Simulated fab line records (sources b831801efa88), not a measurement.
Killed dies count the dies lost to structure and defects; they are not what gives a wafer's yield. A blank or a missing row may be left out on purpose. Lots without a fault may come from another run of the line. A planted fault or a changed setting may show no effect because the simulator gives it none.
Code-filled problem report in 8D (eight disciplines) form | flow sky130 | the parts of the form that need people (team, actions taken, sign-off) are left out

1. WHAT IS WRONG
Across 3 wafers from 2 lots, PASSIVATION_CVD_02_THK at SKY_PASSIVATION_THK_MEAS_03 averages 847 nm, while fault-free wafers read 539 nm with a standard deviation of 6.5. That is +47 standard deviations from the usual mean.
First seen on wafer L910.3, day 45 08:31, on film metro-02. At this step, 33 wafers from 11 lots have a number in the record. Rule for "out", or "out of limits": more than 4 standard deviations from the usual mean. All remaining wafers that have a number are taken as sound.

2. WHAT IT IS, WHAT IT ISN'T
question                    | is                           | is not
which readings at this step | PASSIVATION_CVD_02_THK       | -
which lots                  | L910, L912                   | L905, L906, L908, L920, L922, L923, L924, L927, L928
which wafers of those lots  | L910.3, L912.3, L912.4       | L910.2, L910.5, L912.2
read on which gauges        | film metro-02, film metro-04 | film metro-03
when                        | from day 45 08:31            | up to then (11 sound wafers); but 19 sound wafers of L912, L920, L922, L923, L924, L927, L928 came after

3. THE SUSPECTS, EACH WITH WHAT RULES IT OUT
Counting: any tool at a process step up to the reading remains a suspect provided it ran every lot that is out. Sound lots after the first of them don't rule it out here, since some wafers of a struck lot are sound.
- ruled out: the gauge at SKY_PASSIVATION_THK_MEAS_03. The wafers that are out were read on 2 gauges (film metro-02, film metro-04).
- pecvd-04 at SKY_PASSIVATION_CVD_02 (deposits Si3N4, target thk 540 nm): kept. Ran every lot that is out, first one L910 (day 45 08:17); last sound lot up to then L908 (day 44 15:28).
- In pecvd-04 at SKY_PASSIVATION_CVD_02, the wafers that are out were processed in chamber 1 and their sound lot-mates in chambers 0, 2.
Left after counting: pecvd-04 at SKY_PASSIVATION_CVD_02.

4. THE CAUSE (what the simulator had put in)
pecvd-04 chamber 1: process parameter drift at SKY_PASSIVATION_CVD_02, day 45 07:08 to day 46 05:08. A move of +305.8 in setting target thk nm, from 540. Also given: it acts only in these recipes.
After counting, this tool was the only one left.

5. SEQUENCE OF EFFECTS, ordered by route
Each row: a reading whose mean over the struck wafers that have a number lies more than 3 standard deviations from the usual. Only readings whose record carries a usual standard deviation are examined. hours: median over the lots of the time between each lot's start at the first step of this table that gives one and its start at this step. sigmas: the change, counted in usual standard deviations.
hours | step                        | reading                | usual      | on struck wafers | change | sigmas
0     | SKY_PASSIVATION_THK_MEAS_03 | PASSIVATION_CVD_02_THK | 539 nm     | 847              | +308   | +47
21    | SKY_PASSIVATION_ETCH_11     | oes product au         | 0.977 a.u. | 1.001            | +0.024 | +3.3
Here are the process steps it includes:
- SKY_PASSIVATION_ETCH_11: etches the open film in CF4/O2, stops on AlCu, target depth 725 nm, time 161.1 s.

6. HOW IT WOULD HAVE BEEN CAUGHT EARLIER
In this record the first reading out of limits at a measuring or inspecting step was taken at day 45 08:31, 1 hour after the fault began at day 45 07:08.
No tool reading at SKY_PASSIVATION_CVD_02 that has a usual standard deviation in the record was out on any struck wafer, so an alarm limit of 4 standard deviations on those readings would not have fired.
Lots out: 2; of these, L912 started SKY_PASSIVATION_CVD_02 on pecvd-04 after day 45 08:31. It would have been spared by a hold on the tool at that moment.
